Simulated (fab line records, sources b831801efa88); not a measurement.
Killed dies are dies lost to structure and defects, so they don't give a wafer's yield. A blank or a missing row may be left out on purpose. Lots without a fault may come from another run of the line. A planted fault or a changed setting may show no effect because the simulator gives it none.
Which tool did it? | flow sky130 | 11 lots, 33 wafers sampled, at 2 steps of a route of 708

WHAT THE GAUGES READ, wafer by wafer
SKY_METAL1_THK_MEAS_06: measures by xrf.
lot  | measured     | on            | METAL1_ALCU_THK (nm)
L685 | day 30 07:50 | film_metro-02 | 242.6 244.4 244.7
L686 | day 31 21:05 | film_metro-02 | 246.7 245.2 248.0
L687 | day 32 13:21 | film_metro-02 | 248.4 245.9 246.7
L692 | day 34 12:20 | film_metro-01 | 245.1 240.8 246.2
L693 | day 35 00:12 | film_metro-01 | 245.6 244.9 243.6
L694 | day 35 06:52 | film_metro-03 | 248.6 247.3 251.8
L701 | day 37 13:55 | film_metro-02 | 248.8 247.7 250.5
L699 | day 37 18:56 | film_metro-01 | 247.0 250.2 246.8
L703 | day 37 21:59 | film_metro-03 | 245.2 247.6 247.1
L704 | day 37 22:20 | film_metro-01 | 254.8 251.5 252.6
L707 | day 39 11:52 | film_metro-03 | 247.8 248.4 248.1

WHICH TOOL RAN EACH LOT (tool, then ch and the chambers of the sampled wafers, then the start)
lot  | SKY_METAL1_SPUTTER_01
L685 | pvd_sputter-04, day 30 07:36
L686 | pvd_sputter-02, day 31 20:50
L687 | pvd_sputter-01, day 32 13:07
L692 | pvd_sputter-01, day 34 12:05
L693 | pvd_sputter-04, day 34 23:57
L694 | pvd_sputter-04, day 35 06:38
L701 | pvd_sputter-04, day 37 13:40
L699 | pvd_sputter-04, day 37 18:43
L703 | pvd_sputter-04, day 37 21:44
L704 | pvd_sputter-01, day 37 22:06
L707 | pvd_sputter-04, day 39 11:37
- SKY_METAL1_SPUTTER_01: material TiN, target thk 20 nm, time 16.7 s.

THE ANSWER, worked out from the rows above alone
Rule: what is usual is taken from the lots themselves. Put in order of their means at a reading, lots are off if they are a third of the lots or fewer, leave a main group of 4 or more, and stand apart from it by a gap of 3 or more times the standard deviation of the main group's means; of several such gaps the widest counts. A main group whose means are all the same, to the digits that the tables above print for the reading, isn't used. A lot without any number at a reading at which 4 lots or more have one is off too. The other lots that the step has rows for count as sound.
No lot is off at any reading shown: from this, nothing can be told.

WHAT THE SIMULATOR HAD PUT IN
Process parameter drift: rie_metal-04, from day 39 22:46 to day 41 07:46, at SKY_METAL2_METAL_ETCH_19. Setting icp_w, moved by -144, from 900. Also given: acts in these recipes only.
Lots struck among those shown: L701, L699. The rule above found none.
